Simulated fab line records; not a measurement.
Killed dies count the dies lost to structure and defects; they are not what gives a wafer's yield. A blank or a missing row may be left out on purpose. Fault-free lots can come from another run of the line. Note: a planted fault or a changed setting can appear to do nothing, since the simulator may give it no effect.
A struck lot beside a sound one    flow gf180mcu    16 steps out of a route of 602
Sound: these wafers, L362.1, L362.2, L362.6. Struck: wafers L378.4, L378.5 (left out: L378.6, a lot-mate that was not struck); the cause follows at the end.
Each step with rows lists, per side, the tool, then ch with its chambers, then its first start. Under that, the readings that differ: sound wafers    struck wafers    difference of the means    sigmas: that difference in standard deviations of wafers without a fault.
alike: a reading whose means differ by less than 2 such deviations, as well as words and numbers matching on both sides. not compared: withheld readings; readings where some wafer has no value; bounds like >300 that might hide an equal value; numbers whose values overlap and for which the record gives no deviation.
A row with sigmas, a row that says differs or no value, or rows on one side alone: a step with any of these is where the two part. Numbers that have no deviation but don't overlap get no sigmas and don't part them. A reading missing from all wafers of one side parts the sides only when that side holds two or more wafers.

GF_M4_SPUTTER_04: material TiN, target thk 50 nm, time 41.7 s.
  sound: pvd sputter-02 at day 22 20:37; struck: pvd sputter-02 at day 28 05:16
  alike: throttle valve pct
GF_M4_RS_MEAS_05: measures by four-point-probe.
  sound: film metro-03 at day 22 20:40; struck: film metro-03 at day 28 05:22
  alike: M4_ALCU_RS
GF_M4_THK_MEAS_06: measures by xrf.
  sound: film metro-03 at day 22 20:47; struck: film metro-03 at day 28 05:28
  alike: M4_ALCU_THK
then, 7 steps without rows for these wafers: GF_M4_DEHYDRATE_07 (time 60 s); GF_M4_HMDS_08 (prime time 60 s); GF_M4_COAT_09 (resist thk 1000 nm); GF_M4_SOFTBAKE_10 (time 60 s); GF_M4_EXPOSE_11 (exposes mask Metal4, target cd 280 nm); GF_M4_PEB_12 (peb time 90 s); GF_M4_DEVELOP_13 (develop time 60 s).
GF_M4_CD_MEAS_14: the cd target is 280 nm.
  sound: cd sem-01 at day 23 19:10; struck: cd sem-02 at day 29 00:47
  alike: cd nm
GF_M4_OVL_MEAS_15:
  sound: overlay-01 at day 23 19:17; struck: overlay-02 at day 29 00:52
  alike: M4_OVL
GF_M4_METAL_ETCH_16: etches the open film in Cl2/BCl3, stops on SiO2, target depth 750.8 nm, time 125.1 s.
  sound on rie metal-03 ch 0,1, day 23 19:20; struck on rie metal-03 ch 0, day 29 00:55
reading                              sound                 struck         difference  sigmas
oes product au (a.u.)                0.988 0.980 0.985     0.971 0.955    -0.021      -3
run length s (s)                     153.6 152.5 153.8     158.7 158.6    +5.3        +7
throttle valve pct (%)               28.229 28.251 28.226  28.265 28.265  +0.030      +3
model.KrF_of_M4_COAT_09.thk nm (nm)  688.1 688.4 687.9     675.9 678.3    -11.0       
  alike: drypump motor current A
  not compared: rf hours counter h
GF_M4_STRIP_17: strips in O2/N2.
  sound on plasma asher-03 ch 0,1, day 23 19:28; struck on plasma asher-04 ch 1, day 29 01:02
reading                       sound           struck     difference  sigmas
drypump motor current A (A)   5.8 6.5 6.5     5.3 5.3    -1.0        -2
strip time to endpoint s (s)  7.42 7.41 7.41  7.30 7.32  -0.10       -3
  alike: heater power w, n2 flow sccm, oes product au
  not compared: rf hours counter h
then, 1 step without rows for these wafers: GF_M4_STRIP_18 (strips in post etch residue remover, time 1200 s).
-- the record jumps here: 5 days lie between the struck wafers' starts before and after (it left off in module M4 and takes up again in module PASSIVATION, whose first step shown is number 602 of the route) --
GF_PASSIVATION_PROBE_99:
  the record has rows for the struck wafers here (prober-02, day 33 19:13) and none for the sound ones

== WHERE THEY PART ==
First at GF_M4_METAL_ETCH_16; last, within this record, at GF_PASSIVATION_PROBE_99.

WHY: what had been put in by the simulator
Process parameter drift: rie metal-03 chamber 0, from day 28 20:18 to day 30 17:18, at GF_M4_METAL_ETCH_16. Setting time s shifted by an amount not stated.
